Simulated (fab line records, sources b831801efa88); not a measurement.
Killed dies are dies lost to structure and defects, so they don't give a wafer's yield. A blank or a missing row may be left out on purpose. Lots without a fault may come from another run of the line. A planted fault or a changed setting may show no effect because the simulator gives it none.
Tool commonality check | flow sky130 | 11 lots, 33 wafers sampled

WHY IT WAS OPENED
At SKY_NWELL_RS_MEAS_29 the reading NWELL_RS is flagged on 2 of 11 lots. Wafers without a fault read 624.7 ohm/sq, standard deviation 1.5.
Rule: a lot is flagged when every wafer of it that has a number lies more than 4 standard deviations from that mean, or none has a number. The other lots count as sound.

lot  | measured     | on            | NWELL_RS (ohm/sq), wafer by wafer | flag
L430 | day 5 09:02  | film_metro-04 | 623.8 624.6 624.2                 |
L431 | day 5 14:28  | film_metro-03 | 625.6 625.8 625.3                 |
L432 | day 5 17:10  | film_metro-01 | 624.8 624.0 622.2                 |
L433 | day 5 22:36  | film_metro-04 | 625.2 626.5 627.4                 |
L434 | day 6 05:13  | film_metro-01 | 626.1 625.6 625.4                 |
L435 | day 6 10:23  | film_metro-01 | 648.4 648.3 647.5                 | FLAGGED
L436 | day 6 15:08  | film_metro-03 | 626.0 624.5 624.6                 |
L439 | day 7 17:58  | film_metro-03 | 647.4 646.1 649.9                 | FLAGGED
L446 | day 9 13:53  | film_metro-01 | 626.1 627.7 625.9                 |
L447 | day 9 20:17  | film_metro-04 | 622.7 621.5 624.0                 |
L451 | day 10 14:52 | film_metro-03 | 624.0 623.6 621.2                 |
The numbers of the flagged lots are 647.9 ohm/sq on average: +23.2 ohm/sq against the usual, or +15 standard deviations.

WHICH TOOL RAN EACH LOT
The record holds 2 process steps before the reading, out of a route of 708 steps. In each cell: the tool, then ch and the chambers that the sampled wafers went through, then the start.
lot  | flag    | SKY_FIELD_ISO_ETCH_17           | SKY_NWELL_IMPLANT_11
L430 |         | rie_si-02 ch 0,1, day 2 05:37   | implanter-04 ch 0, day 4 15:05
L431 |         | rie_si-02 ch 1,3, day 2 11:28   | implanter-02 ch 0, day 4 20:39
L432 |         | rie_si-01 ch 0,1,3, day 2 15:21 | implanter-01 ch 0, day 4 23:29
L433 |         | rie_si-01 ch 1,2,3, day 2 19:48 | implanter-04 ch 0, day 5 04:44
L434 |         | rie_si-01 ch 2,3, day 3 00:58   | implanter-04 ch 0, day 5 11:19
L435 | FLAGGED | rie_si-02 ch 0,2,3, day 3 07:46 | implanter-04 ch 0, day 5 16:20
L436 |         | rie_si-02 ch 0,1,2, day 3 11:10 | implanter-01 ch 0, day 5 20:22
L439 | FLAGGED | rie_si-02 ch 1,2,3, day 4 05:22 | implanter-04 ch 0, day 6 21:11
L446 |         | rie_si-01 ch 0,1,2, day 5 19:13 | implanter-01 ch 0, day 8 15:22
L447 |         | rie_si-02 ch 1,3, day 6 02:25   | implanter-01 ch 0, day 8 21:35
L451 |         | rie_si-01 ch 0,1, day 6 18:21   | implanter-02 ch 0, day 9 15:03
What these steps do:
- SKY_FIELD_ISO_ETCH_17: etches Si in HBr/Cl2/O2, target depth 342 nm, time 97.7 s.
- SKY_NWELL_IMPLANT_11
- SKY_NWELL_RS_MEAS_29: measures by four-point-probe.

FLAGGED OVER TOTAL, TOOL BY TOOL (the gauges that took the reading come last)
step                  | tool          | lots run | flagged | share of the flagged lots | sound lots run after its first flagged lot
SKY_FIELD_ISO_ETCH_17 | rie_si-01     | 5        | 0       | none                      | -
SKY_FIELD_ISO_ETCH_17 | rie_si-02     | 6        | 2       | all                       | 2 (L436,L447)
SKY_NWELL_IMPLANT_11  | implanter-01  | 4        | 0       | none                      | -
SKY_NWELL_IMPLANT_11  | implanter-02  | 2        | 0       | none                      | -
SKY_NWELL_IMPLANT_11  | implanter-04  | 5        | 2       | all                       | 0
SKY_NWELL_RS_MEAS_29  | film_metro-01 | 4        | 1       | some                      | 1 (L446)
SKY_NWELL_RS_MEAS_29  | film_metro-03 | 4        | 1       | some                      | 1 (L451)
SKY_NWELL_RS_MEAS_29  | film_metro-04 | 3        | 0       | none                      | -

WHAT THE TABLE ALLOWS
2 rows of the table ran every flagged lot: rie_si-02 at SKY_FIELD_ISO_ETCH_17, implanter-04 at SKY_NWELL_IMPLANT_11.
- rie_si-02 at SKY_FIELD_ISO_ETCH_17: 2 of its 6 lots flagged. Sound lots ran on it after the first flagged one (L436, L447), which a lasting fault on the whole tool wouldn't allow.
- implanter-04 at SKY_NWELL_IMPLANT_11: 2 of its 5 lots flagged. Its last sound lot is L434 (day 5 11:19), its first flagged lot L435 (day 5 16:20): a fault that began between those two fits. Its own readings lie more than 4 standard deviations out on every wafer of the flagged lots: beam_energy_keV.
One tool is left: implanter-04 at SKY_NWELL_IMPLANT_11.

WHAT THE SIMULATOR HAD PUT IN
Process parameter drift: implanter-04, from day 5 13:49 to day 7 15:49, at SKY_NWELL_IMPLANT_11. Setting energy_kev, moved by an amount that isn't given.
Lots struck among those shown: L435, L439. The rule above found the same.
